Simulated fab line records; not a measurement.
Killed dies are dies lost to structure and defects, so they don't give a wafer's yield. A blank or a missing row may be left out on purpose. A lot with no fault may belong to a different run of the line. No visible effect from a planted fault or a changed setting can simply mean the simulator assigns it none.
Code-filled problem report in 8D (eight disciplines) form | flow gf180mcu | the parts of the form that need people (team, actions taken, sign-off) are left out

== 1. WHAT IS WRONG ==
Wafers free of any fault read 10.06 nm (standard deviation 0.17) for STI_OXIDATION_02_THK at GF_STI_THK_MEAS_30, against a mean of 12.57 nm on 6 wafers of 2 lots. Relative to the usual mean, that is a shift of +15 standard deviations.
First seen on wafer L971.1, day 5 02:52, on film metro-02. Wafers with a number at this step in the record: 33, from 11 lots. By rule, "out" or "out of limits" means more than 4 standard deviations away from the usual mean. All remaining wafers that have a number are taken as sound.

== 2. WHAT IT IS, WHAT IT ISN'T ==
question                    | is                     | is not
which readings at this step | STI_OXIDATION_02_THK   | -
which lots                  | L971, L972             | L958, L959, L960, L961, L962, L963, L974, L976, L978
which wafers of those lots  | all that have a number | -
read on which gauges        | film metro-02          | film metro-03, film metro-04
when                        | from day 5 02:52       | up to then (18 sound wafers); but 9 sound wafers of L974, L976, L978 came after

== 3. SUSPECTS, AND WHAT RULES EACH OUT ==
Counting: a tool at any process step up to the reading remains a suspect when it ran all the lots that are out and ran no sound lot after the first of those.
- the gauge at GF_STI_THK_MEAS_30: ruled out. All the wafers that are out were read on film metro-02, but those of them that GF_STI_OXIDATION_29 has rows for are out there too, on other tools.
- furnace-01 at GF_STI_OXIDATION_29 (stabilise 600 s, purge 300 s, target thk 10 nm): kept. It processed each lot that is out, first L971 at day 5 01:28, and no sound lot thereafter; up to then, the last sound lot it processed was L960 at day 2 14:50. Its own spike tc centre C, spike tc lower C, spike tc upper C, zone power top pct readings are out on those wafers.
The count leaves furnace-01 at GF_STI_OXIDATION_29.

== 4. THE CAUSE (what the simulator had put in) ==
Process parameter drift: furnace-01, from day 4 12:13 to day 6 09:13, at GF_STI_OXIDATION_29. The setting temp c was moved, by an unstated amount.
Only this tool survived the counting.

== 5. THE EFFECT CHAIN, in route order ==
Each row: a reading whose mean over the struck wafers that have a number lies more than 3 standard deviations from the usual. Readings are gone through only where the record gives a usual standard deviation; hours: the median, over the lots, of the time from a lot's start at the first step in this table giving one to that lot's start at this step; sigmas: the change measured in usual standard deviations.
hours | step                | reading              | usual    | on struck wafers | change | sigmas
0     | GF_STI_OXIDATION_29 | spike tc centre C    | 899.6 C  | 921.6            | +22.0  | +20
0     | GF_STI_OXIDATION_29 | spike tc lower C     | 900.9 C  | 922.8            | +21.9  | +20
0     | GF_STI_OXIDATION_29 | spike tc top C       | 909 C    | 926              | +17    | +4.3
0     | GF_STI_OXIDATION_29 | spike tc upper C     | 899.5 C  | 921.0            | +21.5  | +22
0     | GF_STI_OXIDATION_29 | zone power top pct   | 38.3 %   | 40.2             | +1.9   | +4.7
1     | GF_STI_THK_MEAS_30  | STI_OXIDATION_02_THK | 10.06 nm | 12.57            | +2.51  | +15
Here are the process steps it includes:
- GF_STI_OXIDATION_29: stabilise 600 s, purge 300 s, target thk 10 nm.
Later measuring or inspecting steps at which every struck wafer that the step has a row for has a number for every such reading, and none has moved that far: GF_SAB_OVL_MEAS_10.

== 6. WHAT WOULD HAVE CAUGHT IT SOONER ==
Counted from the fault's start at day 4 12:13, it took 15 hours until the first out-of-limits reading at a measuring or inspecting step in this record, taken at day 5 02:52.
Tool's own readings at GF_STI_OXIDATION_29, spike tc centre C, spike tc lower C, spike tc upper C, zone power top pct: out on all struck wafers the step has rows for; an alarm limit on them would have tripped on the first.
Among the 2 lots that are out, L972 began GF_STI_OXIDATION_29 on furnace-01 after day 5 02:52. Putting the tool on hold at that point would have spared it.
